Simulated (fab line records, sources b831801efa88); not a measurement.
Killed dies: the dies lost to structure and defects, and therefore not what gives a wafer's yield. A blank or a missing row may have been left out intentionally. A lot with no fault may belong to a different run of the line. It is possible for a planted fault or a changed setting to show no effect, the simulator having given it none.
Matching of chambers | flow gf180mcu | GF_CONTACT_CVD_02 on pecvd-03: 3 sister chambers
The step deposits SiO2 from TEOS, target thk 860 nm, time 95.992 s. 6 wafers are shown with their chamber, then 7 later ones without.

## WAFERS PAIRED WITH THEIR CHAMBERS
wafer  | chamber | heater_power_w (W)
L695.3 | 1       | 862
L695.6 | 2       | 535
L696.1 | 1       | 843
L696.2 | 2       | 618
L698.2 | 0       | 740
L698.4 | 0       | 591

## WAFERS WHOSE CHAMBER IS MISSING
wafer  | heater_power_w (W)
L698.5 | 872
L706.1 | 605
L706.2 | 722
L706.3 | 849
L708.1 | 843
L708.2 | 641
L708.4 | 669

## CHAMBER TAKEN BY EACH
wafer  | from the rows above          | in truth
L698.5 | 1                            | 1
L706.1 | can't be placed: 2 or 0      | 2
L706.2 | can't be placed: 0 or 1 or 2 | 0
L706.3 | 1                            | 1
L708.1 | 1                            | 1
L708.2 | can't be placed: 0 or 2      | 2
L708.4 | can't be placed: 0 or 2      | 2
3 of 7 placed correctly. Can't be placed from these rows: 4 (the true chamber is among the candidates in 4). 0 placed wrongly.
How it was worked out, from the rows above alone: a wafer's distance from a chamber is the root of the sum, over the readings, of the square of ((its reading less the chamber's mean) divided by the reading's scatter). The wafer belongs to the nearest chamber; if the next one is less than 2 further off, it can't be placed. Each chamber's mean is taken over the wafers shown for it. The scatter: the root of (the sum of the squares of (reading less its chamber's mean) over the shown wafers, divided by (wafers less chambers)).
